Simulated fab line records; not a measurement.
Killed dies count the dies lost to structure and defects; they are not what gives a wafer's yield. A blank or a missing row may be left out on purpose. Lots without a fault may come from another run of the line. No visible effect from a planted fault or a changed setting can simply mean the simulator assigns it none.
What tool caused it?	flow sky130	36 wafers sampled from 12 lots at 1 step of a route of 708

## WHAT THE GAUGES READ, wafer by wafer
SKY_PWDE_OVL_MEAS_07.
lot	measured	on	PWDE_OVL (nm)
L075	day 4 04:07	overlay-02	-0.1 0.4 -0.6
L077	day 4 12:49	overlay-02	-0.3 -0.5 -0.4
L079	day 5 11:27	overlay-01	-0.5 -2.1 0.6
L080	day 5 15:37	overlay-02	1.2 4.4 3.0
L083	day 5 23:07	overlay-01	-0.5 -2.5 -3.4
L085	day 6 17:39	overlay-02	1.4 0.7 1.7
L086	day 7 02:56	overlay-02	-0.6 0.5 1.1
L089	day 7 14:54	overlay-02	-0.6 0.7 -1.2
L091	day 7 22:30	overlay-02	2.2 -0.6 -0.4
L092	day 8 08:37	overlay-02	-1.0 0.1 -0.5
L095	day 8 20:22	overlay-02	1.9 2.0 1.4
L097	day 9 05:01	overlay-02	-0.2 0.0 -1.0

## WHICH TOOL RAN EACH LOT (tool, then ch and the chambers of the sampled wafers, then the start)
The record holds no process step before these readings.

## THE ANSWER, worked out from the rows above alone
Rule: what is usual is taken from the lots themselves. Put in order of their means at a reading, lots are off if they are a third of the lots or fewer, leave a main group of 4 or more, and stand apart from it by a gap of 3 or more times the standard deviation of the main group's means; of several such gaps the widest counts. The tables above print the reading to a certain number of digits; a main group whose means all agree to those digits is not used. Also off: a lot with no number at a reading for which 4 or more lots have one. Where the step has rows for the other lots, those lots are counted as sound.
No lot is off at any reading shown: from this, nothing can be told.

## WHAT WAS PUT IN BY THE SIMULATOR
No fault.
